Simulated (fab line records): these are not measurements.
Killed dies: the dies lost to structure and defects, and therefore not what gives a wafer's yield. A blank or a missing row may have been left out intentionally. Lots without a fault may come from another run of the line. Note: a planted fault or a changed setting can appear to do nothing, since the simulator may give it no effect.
A single fault, viewed from 2 desks || flow sky130 || what lay behind the numbers comes last; until then each desk has only its own

== METROLOGY DESK ==
What the gauges read for every lot (on any tool): the sampled wafers with a number, averaged. Any lot whose mean is over 4 standard deviations away from the usual mean is out of limits and marked OUT; that distance is given in the brackets.
Columns: A = PWDE_RS at SKY_NWELL_RS_MEAS_31, usual 5226 ohm/sq; B = VT_ADJUST_HVTP_TW at SKY_VT_ADJUST_HVTP_TW_MEAS_11, usual 1355; C = SD_N_RS at SKY_SD_N_RS_MEAS_16, usual 69.00 ohm/sq; D = LI_CONTACT_OVL at SKY_LI_CONTACT_OVL_MEAS_13, usual 3 nm
{"lot": "L538", "first seen here": "day 5 12:31", "A": 5245, "B": 1352, "C": 69.00, "D": 11}
{"lot": "L539", "first seen here": "day 5 13:46", "A": 5246, "B": 1349, "C": 68.98, "D": -5}
{"lot": "L540", "first seen here": "day 5 23:15", "A": 5242, "B": 1351, "C": 68.89, "D": 6}
{"lot": "L543", "first seen here": "day 6 23:58", "A": 5227, "B": 1354, "C": 68.90, "D": 7}
{"lot": "L545", "first seen here": "day 7 02:07", "A": 5213, "B": 1351, "C": 68.88, "D": 5}
{"lot": "L544", "first seen here": "day 7 02:47", "A": 5224, "B": 1351, "C": 68.96, "D": -1}
{"lot": "L546", "first seen here": "day 7 09:13", "A": 5219, "B": 1355, "C": 68.96, "D": -11}
{"lot": "L552", "first seen here": "day 8 20:43", "A": 5227, "B": "1678 (+55) OUT", "C": 69.05, "D": 0}
{"lot": "L555", "first seen here": "day 9 15:18", "A": 5195, "B": "1675 (+54) OUT", "C": 69.07, "D": 3}
{"lot": "L556", "first seen here": "day 9 18:50", "A": 5227, "B": 1355, "C": 69.00, "D": 3}
{"lot": "L558", "first seen here": "day 10 10:05", "A": 5201, "B": 1360, "C": 69.06, "D": 1}
{"lot": "L560", "first seen here": "day 10 23:11", "A": 5213, "B": 1364, "C": 68.95, "D": 2}
{"lot": "L561", "first seen here": "day 11 06:37", "A": 5234, "B": 1359, "C": 69.03, "D": 11}
This desk reports L552, L555 out of limits; the earliest was L552 at day 9 18:07 (VT_ADJUST_HVTP_TW at SKY_VT_ADJUST_HVTP_TW_MEAS_11). In limits: L538, L539, L540, L543, L545, L544, L546, L556, L558, L560, L561.

== AT THE TOOL OWNER'S DESK: implanter-03 ==
The tool's own readings at SKY_VT_ADJUST_HVTP_IMPLANT_09, given as means over the sampled wafers that have a number, one for each lot that went through this tool. Any lot whose mean is over 4 standard deviations away from the usual mean is out of limits and marked OUT; that distance is given in the brackets.
Columns: A = doseIonsCm2 at SKY_VT_ADJUST_HVTP_IMPLANT_09, usual 4.3e+12; B = endStationPressureTorr at SKY_VT_ADJUST_HVTP_IMPLANT_09, usual 5e-06 Torr; C = faradayCurrentUA at SKY_VT_ADJUST_HVTP_IMPLANT_09, usual 24.2
{"lot": "L545", "first seen here": "day 7 21:43", "A": 4.3e+12, "B": 5e-06, "C": 24.5}
{"lot": "L546", "first seen here": "day 8 05:56", "A": 4.3e+12, "B": 5e-06, "C": 24.1}
{"lot": "L552", "first seen here": "day 9 17:53", "A": "8.3e+12 (+99 or more) OUT", "B": 5e-06, "C": "48.0 (+51) OUT"}
{"lot": "L555", "first seen here": "day 10 13:07", "A": "8.3e+12 (+99 or more) OUT", "B": 5e-06, "C": "46.0 (+46) OUT"}
This desk's finding: out of limits on L552, L555; first on L552, day 9 17:53 (doseIonsCm2 at SKY_VT_ADJUST_HVTP_IMPLANT_09). In limits: L545, L546.

== TAKEN TOGETHER ==
On L552, L555, at day 9 17:53, an alarm was possible from the tool owner's desk.
L552, L555 would have let the metrology desk raise an alarm at day 9 18:07.
SKY_VT_ADJUST_HVTP_IMPLANT_09 was run on implanter-03 by each of the lots named.

== WHAT HAD BEEN PUT IN BY THE SIMULATOR ==
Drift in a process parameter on implanter-03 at SKY_VT_ADJUST_HVTP_IMPLANT_09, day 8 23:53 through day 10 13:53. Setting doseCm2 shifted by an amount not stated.
Shown lots that were struck: L552, L555.
Counting hours from when the fault started, the first reading out of limits came at 18 for the tool owner's desk and at 18 for the metrology desk.
